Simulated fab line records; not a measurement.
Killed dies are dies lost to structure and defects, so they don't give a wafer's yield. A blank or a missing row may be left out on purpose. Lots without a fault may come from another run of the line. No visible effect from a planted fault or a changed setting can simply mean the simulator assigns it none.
Which tool was responsible? -- flow gf180mcu -- 14 lots with 42 wafers sampled at 3 steps, on a route of 602 steps

WHAT THE GAUGES READ, wafer by wafer
GF_MVSD_OVL_MEAS_07.
lot,measured,on,MVSD_OVL (nm)
L562,day 4 08:09,overlay-01,-0.7 -2.3 -1.8
L563,day 4 21:03,overlay-02,-0.3 -0.5 0.2
L564,day 5 05:26,overlay-01,-2.9 -0.6 -1.0
L567,day 5 17:58,overlay-02,-0.8 -1.0 0.5
L572,day 6 22:40,overlay-01,-77.4 -78.8 -76.7
L573,day 7 04:43,overlay-01,-80.3 -82.2 -78.9
L574,day 7 10:16,overlay-01,-79.8 -81.2 -80.6
L575,day 7 14:44,overlay-02,2.3 0.7 0.0
L577,day 8 02:55,overlay-02,0.9 0.0 -1.5
L578,day 8 07:23,overlay-02,2.4 0.6 1.3
L581,day 9 02:19,overlay-02,-1.2 -0.3 -0.7
L582,day 9 06:05,overlay-02,0.3 -0.6 0.9
L584,day 9 15:55,overlay-01,0.5 -0.4 1.2
L585,day 9 21:54,overlay-02,-0.4 -1.2 0.2

GF_V1_CD_MEAS_14 targets a cd of 260 nm.
lot,measured,on,cd-nm (nm)
L562,day 18 00:58,cd-sem-01,258.7 260.1 260.0
L563,day 19 03:59,cd-sem-02,259.9 259.7 260.5
L564,day 19 17:15,cd-sem-02,260.6 259.8 260.5
L567,day 20 11:32,cd-sem-02,258.9 258.2 257.5
L572,day 22 02:07,cd-sem-01,262.3 262.2 263.1
L573,day 22 11:49,cd-sem-02,261.3 261.7 259.9
L574,day 22 14:37,cd-sem-02,258.3 258.6 257.8
L575,day 22 22:39,cd-sem-02,259.2 259.7 260.2
L577,day 23 16:34,cd-sem-01,261.7 262.2 262.2
L578,day 23 22:34,cd-sem-01,261.9 261.6 260.6
L581,day 24 22:10,cd-sem-01,258.8 259.2 259.6
L582,day 25 09:27,cd-sem-02,260.0 260.7 259.7
L584,day 25 19:30,cd-sem-02,259.1 258.6 258.9
L585,day 26 00:56,cd-sem-02,263.3 261.5 262.7

WHAT TOOL EACH LOT RAN ON (gives the tool, then ch and the chambers of the sampled wafers, and finally the start)
lot,GF_MVSD_EXPOSE_04
L562,"iline-stepper-01 ch 0, day 4 01:52"
L563,"iline-stepper-02 ch 0, day 4 14:13"
L564,"iline-stepper-01 ch 0, day 4 22:10"
L567,"iline-stepper-01 ch 0, day 5 10:23"
L572,"iline-stepper-01 ch 0, day 6 15:13"
L573,"iline-stepper-01 ch 0, day 6 20:31"
L574,"iline-stepper-01 ch 0, day 7 02:19"
L575,"iline-stepper-02 ch 0, day 7 07:05"
L577,"iline-stepper-02 ch 0, day 7 19:17"
L578,"iline-stepper-02 ch 0, day 7 23:31"
L581,"iline-stepper-02 ch 0, day 8 18:38"
L582,"iline-stepper-02 ch 0, day 8 22:40"
L584,"iline-stepper-02 ch 0, day 9 08:02"
L585,"iline-stepper-02 ch 0, day 9 13:38"
- GF_MVSD_EXPOSE_04: exposes mask MVSD, target cd 1000 nm.

AS READ BY THE TOOLS THEMSELVES (means over the sampled wafers that have a number; for cases with no such wafer, the mark the record gives instead)
The record holds no such reading with a usual standard deviation.

THE ANSWER, worked out from the rows above alone
Rule: the usual values come from the lots themselves. The widest of any qualifying gaps counts: lots, ordered by their means at a reading, are off when they make up no more than a third of the lots, leave a main group of 4 or more, and stand apart from it by 3 or more times the standard deviation of that group's means. A main group is skipped when, at the precision printed for the reading in the tables above, its means are all equal. Also off: a lot with no number at a reading for which 4 or more lots have one. Where the step has rows for the other lots, those lots are counted as sound. Order of review: gauges by route order, followed by the tools' own readings, for which a lot's mean as printed above is used. The first step at which some lot is off is used, and at that step the reading that is off furthest; a lot without a number counts as furthest.
Off: at GF_MVSD_OVL_MEAS_07 (MVSD_OVL), L572, L573, L574. The main group has a mean of -0.2 nm with a standard deviation of 0.89.
If a tool, at a process step before that reading, ran all the lots that are off and no sound lot after the first of them, it fits. Gauges at GF_MVSD_OVL_MEAS_07: tried the same way as those tools. One fits: GF_MVSD_EXPOSE_04 on iline-stepper-01. A fault onset in the window from L567 (day 5 10:23, its last sound lot) to L572 (day 6 15:13, its first lot off) fits.

WHAT THE SIMULATOR PUT IN
Scanner matching overlay: iline-stepper-01, from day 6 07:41 on, at GF_MVSD_EXPOSE_04. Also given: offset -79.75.
Lots struck among those shown: L572, L573, L574. The rule above found the same.
